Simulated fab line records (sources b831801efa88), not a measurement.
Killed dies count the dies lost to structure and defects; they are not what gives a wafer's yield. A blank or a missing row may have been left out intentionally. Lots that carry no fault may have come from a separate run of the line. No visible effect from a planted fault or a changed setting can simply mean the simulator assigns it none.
fab line records ; flow gf180mcu ; part 2 of 2: steps 31 to 43 of 43
[record] lots = 5; wafers = 15; last-day = 33
route steps=602 shown HV_LDD@214 NSD@235 PSD@248
lots with no fault: from the same line, run without faults
start-h: hours from the record's first day to the start of the lot's first wafer shown ; wait-h: hours elapsed since this lot's preceding step ; " same as the row above ; L1.1+2: a row that stands for several wafers ; - either no value or no given start ; * or withheld: withheld ; < > ~ a bound
route shown NAME@n: names a module that has steps shown in the file, with the first one's number in the route ; usual: mean/standard deviation taken from wafers without a fault ; same: alike in all rows ; chamber/n: place in a boat ; sites: readings site by site ; _std_site: how widely they spread, as a standard deviation ; _edge_site: the outer-site mean with the inner-site mean subtracted ; radius-mm: how far each site lies from the wafer's centre ; mask NAME#n: copy n ; behind: the last tool/chamber to shape the wafer ; hold: why the lot was held/for how many hours/how that ended ; device: the transistor (n, p or np) that didn't switch ; end of line: tests of these same wafers at the route's end ; a step without rows: its recipe alone ; killed: at the first sort, the dies lost to defects and structure; wafer yield is something else ; map: shows each die of a wafer: x if killed, . if not, _ if none is there
set.NAME: the setting the step ran with; set.NAME@STEP: the setting that earlier step ran with ; model.NAME: the simulator's own value behind a step, which no gauge read
certain route steps with their lots: each step a table, each wafer a row
services: a tool's chamber out of use, with start hour (start-h, from the record's first day; less than 0 if before it), hours out, and reason
[[steps]]
[step GF_NSD_IMPLANT_09]
[recipe] species = As; energy-kev = 60; dose-cm2 = 4e+15; tilt-deg = 7
[usual] dose-ions-cm2 = 4e+15/4.6e+12
lot.wafer;tool;chamber;start-h;wait-h;dose-ions-cm2
L083.2;implanter-01;0;382.98;0.0;4e+15
L083.4;implanter-01;0;382.98;0.0;4e+15
L083.5;implanter-01;0;382.98;0.0;3.996e+15
L084.1;implanter-01;0;385.78;0.0;3.995e+15
L084.2;implanter-01;0;385.78;0.0;3.995e+15
L084.3;implanter-01;0;385.78;0.0;3.996e+15
L088.1;implanter-04;0;425.47;0.0;4.002e+15
L088.2;implanter-04;0;425.47;0.0;4.005e+15
L088.6;implanter-04;0;425.47;0.0;3.994e+15
L092.1;implanter-01;0;444.85;0.0;4.002e+15
L092.2;implanter-01;0;444.85;0.0;4.003e+15
L092.4;implanter-01;0;444.85;0.0;3.999e+15
L091.1;implanter-04;0;446.93;0.0;3.996e+15
L091.5;implanter-04;0;446.93;0.0;4.001e+15
L091.6;implanter-04;0;446.93;0.0;3.999e+15
[step GF_NSD_IMPLANT_10]
[recipe] species = P; energy-kev = 40; dose-cm2 = 5e+14; tilt-deg = 7
[usual] dose-ions-cm2 = 4.999e+14/4.9e+11
lot.wafer;tool;chamber;start-h;wait-h;dose-ions-cm2
L083.2;implanter-01;0;383.13;0.1;4.988e+14
L083.4;implanter-01;0;383.13;0.1;4.993e+14
L083.5;implanter-01;0;383.13;0.1;5.009e+14
L084.1;implanter-01;0;385.93;0.1;4.997e+14
L084.2;implanter-01;0;385.93;0.1;4.998e+14
L084.3;implanter-01;0;385.93;0.1;4.996e+14
L088.1;implanter-04;0;425.62;0.1;4.994e+14
L088.2;implanter-04;0;425.62;0.1;5.006e+14
L088.6;implanter-04;0;425.62;0.1;5.003e+14
L092.1;implanter-01;0;445.00;0.1;5.004e+14
L092.2;implanter-01;0;445.00;0.1;4.998e+14
L092.4;implanter-01;0;445.00;0.1;4.998e+14
L091.1;implanter-04;0;447.08;0.1;4.997e+14
L091.5;implanter-04;0;447.08;0.1;4.997e+14
L091.6;implanter-04;0;447.08;0.1;4.997e+14
[step GF_NSD_STRIP_11]
[recipe] chemistry = O2/N2; power-w = 1400; pressure-mtorr = 1500; platen-temp-c = 250; o2-flow-sccm = 3000; n2-flow-sccm = 300; overash-fraction = 0.5
[usual] drypump-motor-current-A = 5.7/0.5; heater-power-w = 341/27; oes-product-au = 0.489/0.0043; strip-time-to-endpoint-s = 23.12/0.039
lot.wafer;tool;chamber;start-h;wait-h;drypump-motor-current-A;heater-power-w;oes-product-au;rf-hours-counter-h;strip-time-to-endpoint-s
L083.2;plasma-asher-02;1;383.26;0.1;6.1;348;0.489;27;23.15
L083.4;plasma-asher-02;1;383.26;0.1;6.1;349;0.486;-;23.13
L083.5;plasma-asher-02;0;383.26;0.1;5.2;360;0.492;-;23.17
L084.1;plasma-asher-02;0;386.08;0.1;5.2;365;0.481;27;23.09
L084.2;plasma-asher-02;1;386.08;0.1;6.1;358;0.483;27;23.05
L084.3;plasma-asher-02;1;386.08;0.1;6.1;367;0.490;-;23.09
L088.1;plasma-asher-02;1;425.77;0.1;6.1;358;0.498;32;23.08
L088.2;plasma-asher-02;0;425.77;0.1;5.2;360;0.490;32;23.11
L088.6;plasma-asher-02;0;425.77;0.1;5.2;367;0.495;-;23.10
L092.1;plasma-asher-03;1;445.15;0.1;6.2;345;0.484;67;23.15
L092.2;plasma-asher-03;0;445.15;0.1;6.2;317;0.489;67;23.12
L092.4;plasma-asher-03;1;445.15;0.1;6.2;353;0.488;-;23.15
L091.1;plasma-asher-02;0;447.23;0.1;5.2;360;0.493;34;23.12
L091.5;plasma-asher-02;1;447.23;0.1;6.0;358;0.487;-;23.12
L091.6;plasma-asher-02;0;447.23;0.1;5.2;369;0.489;-;23.14
[step GF_NSD_TW_MEAS_12]
[usual] NSD_TW = 4259/24
lot.wafer;tool;chamber;start-h;wait-h;NSD_TW
L083.2;film-metro-01;-;383.37;0.1;4234
L083.4;film-metro-01;-;383.37;0.1;4223
L083.5;film-metro-01;-;383.37;0.1;4224
L084.1;film-metro-04;-;386.18;0.1;4271
L084.2;film-metro-04;-;386.18;0.1;4250
L084.3;film-metro-04;-;386.18;0.1;4240
L088.1;film-metro-03;-;425.87;0.1;4235
L088.2;film-metro-03;-;425.87;0.1;4238
L088.6;film-metro-03;-;425.87;0.1;4245
L092.1;film-metro-03;-;445.25;0.1;4260
L092.2;film-metro-03;-;445.25;0.1;4259
L092.4;film-metro-03;-;445.25;0.1;4258
L091.1;film-metro-04;-;447.33;0.1;4255
L091.5;film-metro-04;-;447.33;0.1;4285
L091.6;film-metro-04;-;447.33;0.1;4286
[step GF_PSD_DEHYDRATE_00]
[recipe] temp-c = 200; time-s = 60
lot.wafer;tool;chamber;start-h;wait-h
L083.2+4+5;litho-track-01;0;394.55;11.2
L084.1+2+3;litho-track-03;0;397.22;11.0
L088.1+2+6;litho-track-04;0;436.90;11.0
L092.1+2+4;litho-track-03;0;456.37;11.1
L091.1+5+6;litho-track-03;0;458.22;10.9
[step GF_PSD_HMDS_01]
[recipe] prime-time-s = 60; prime-temp-c = 120
lot.wafer;tool;chamber;start-h;wait-h
L083.2+4+5;litho-track-01;0;394.70;0.1
L084.1+2+3;litho-track-03;0;397.37;0.1
L088.1+2+6;litho-track-04;0;437.05;0.1
L092.1+2+4;litho-track-03;0;456.52;0.1
L091.1+5+6;litho-track-03;0;458.37;0.1
[step GF_PSD_COAT_02]
[recipe] resist = NOVOLAK; spin-rpm = 3000; resist-thk-nm = 1000
lot.wafer;tool;chamber;start-h;wait-h
L083.2+4+5;litho-track-01;0;394.85;0.1
L084.1+2+3;litho-track-03;0;397.52;0.1
L088.1+2+6;litho-track-04;0;437.20;0.1
L092.1+2+4;litho-track-03;0;456.67;0.1
L091.1+5+6;litho-track-03;0;458.52;0.1
[step GF_PSD_SOFTBAKE_03]
[recipe] temp-c = 90; time-s = 60; resist = NOVOLAK
lot.wafer;tool;chamber;start-h;wait-h
L083.2+4+5;litho-track-01;0;395.00;0.1
L084.1+2+3;litho-track-03;0;397.67;0.1
L088.1+2+6;litho-track-04;0;437.35;0.1
L092.1+2+4;litho-track-03;0;456.82;0.1
L091.1+5+6;litho-track-03;0;458.67;0.1
[step GF_PSD_EXPOSE_04]
[recipe] mask-id = Pplus; target-cd-nm = 400; na = 0.6; source-shape = conventional; sigma-outer = 0.6; dose-mj = 140
lot.wafer;tool;chamber;start-h;wait-h;mask
L083.2+4+5;iline-stepper-01;0;-;-;Pplus#0
L084.1+2+3;iline-stepper-01;0;-;-;Pplus#0
L088.1+2+6;iline-stepper-01;0;-;-;Pplus#0
L092.1+2+4;iline-stepper-02;0;-;-;Pplus#0
L091.1+5+6;iline-stepper-01;0;-;-;Pplus#0
[step GF_PSD_PEB_05]
[recipe] temp-c = withheld; time-s = *; resist = NOVOLAK
lot.wafer;tool;chamber;start-h;wait-h
L083.2+4+5;litho-track-03;0;-;-
L084.1+2+3;litho-track-03;0;-;-
L088.1+2+6;litho-track-01;0;-;-
L092.1+2+4;litho-track-03;0;-;-
L091.1+5+6;litho-track-01;0;-;-
[step GF_PSD_DEVELOP_06]
[recipe] develop-time-s = 60; dev-temp-c = 23
[same] develop-time-s = 60
lot.wafer;tool;chamber;start-h;wait-h
L083.2+4+5;litho-track-03;0;405.90;0.1
L084.1+2+3;litho-track-03;0;409.02;0.1
L088.1+2+6;litho-track-01;0;449.72;0.1
L092.1+2+4;litho-track-03;0;468.72;0.1
L091.1+5+6;litho-track-01;0;471.02;0.1
[step GF_PSD_CD_MEAS_07]
[recipe] target-cd-nm = 400
[usual] cd-nm = 400.1/2
lot.wafer;tool;chamber;start-h;wait-h;cd-nm
L083.2;cd-sem-02;-;406.04;0.1;401.0
L083.4;cd-sem-02;-;406.04;0.1;401.6
L083.5;cd-sem-02;-;406.04;0.1;399.1
L084.1;cd-sem-02;-;409.17;0.1;402.2
L084.2;cd-sem-02;-;409.17;0.1;402.4
L084.3;cd-sem-02;-;409.17;0.1;401.8
L088.1;cd-sem-02;-;449.87;0.1;401.4
L088.2;cd-sem-02;-;449.87;0.1;401.5
L088.6;cd-sem-02;-;449.87;0.1;401.0
L092.1;cd-sem-02;-;468.96;0.2;400.5
L092.2;cd-sem-02;-;468.96;0.2;400.6
L092.4;cd-sem-02;-;468.96;0.2;401.1
L091.1;cd-sem-02;-;471.17;0.1;399.1
L091.5;cd-sem-02;-;471.17;0.1;398.7
L091.6;cd-sem-02;-;471.17;0.1;398.7
[step GF_PSD_OVL_MEAS_08]
[usual] PSD_OVL = 0.8/1.2
lot.wafer;tool;chamber;start-h;wait-h;PSD_OVL[nm]
L083.2;overlay-01;-;406.15;0.1;1.3
L083.4;overlay-01;-;406.15;0.1;2.3
L083.5;overlay-01;-;406.15;0.1;-0.4
L084.1;overlay-01;-;409.32;0.1;0.6
L084.2;overlay-01;-;409.32;0.1;0.0
L084.3;overlay-01;-;409.32;0.1;1.5
L088.1;overlay-02;-;449.99;0.1;2.3
L088.2;overlay-02;-;449.99;0.1;2.3
L088.6;overlay-02;-;449.99;0.1;1.2
L092.1;overlay-01;-;469.08;0.1;-0.2
L092.2;overlay-01;-;469.08;0.1;-1.7
L092.4;overlay-01;-;469.08;0.1;0.1
L091.1;overlay-01;-;471.29;0.1;1.8
L091.5;overlay-01;-;471.29;0.1;1.1
L091.6;overlay-01;-;471.29;0.1;1.6
[[services]]
tool;chamber;start-h;hours;kind
lpcvd-02;-;334.61;14.6;pm
implanter-03;-;342.96;7.6;pm
implanter-03;-;350.55;3.6;pm
implanter-01;-;354.85;6.7;repair
rie-diel-03;2;356.70;3.1;repair
iline-stepper-02;-;360.45;4.8;repair
implanter-02;-;362.98;2.7;repair
implanter-03;-;365.55;2.3;repair
implanter-04;-;370.98;3.0;pm
plasma-asher-03;-;374.65;22.8;repair
rie-diel-03;1;384.22;20.1;repair
iline-stepper-01;-;389.11;1.7;pm
plasma-asher-02;-;390.18;0.9;repair
plasma-asher-03;-;391.33;1.6;repair
implanter-02;-;395.38;6.4;repair
iline-stepper-01;-;418.50;5.7;repair
implanter-02;-;421.11;5.0;pm
plasma-asher-01;-;421.25;9.0;pm
plasma-asher-01;0;421.25;9.0;vent-cycle
rie-diel-03;-;436.27;0.4;repair
plasma-asher-03;-;447.28;5.6;repair
wet-bench-03;-;447.29;1.5;repair
lpcvd-01;-;460.84;28.1;pm
implanter-02;-;465.88;93.7;pm
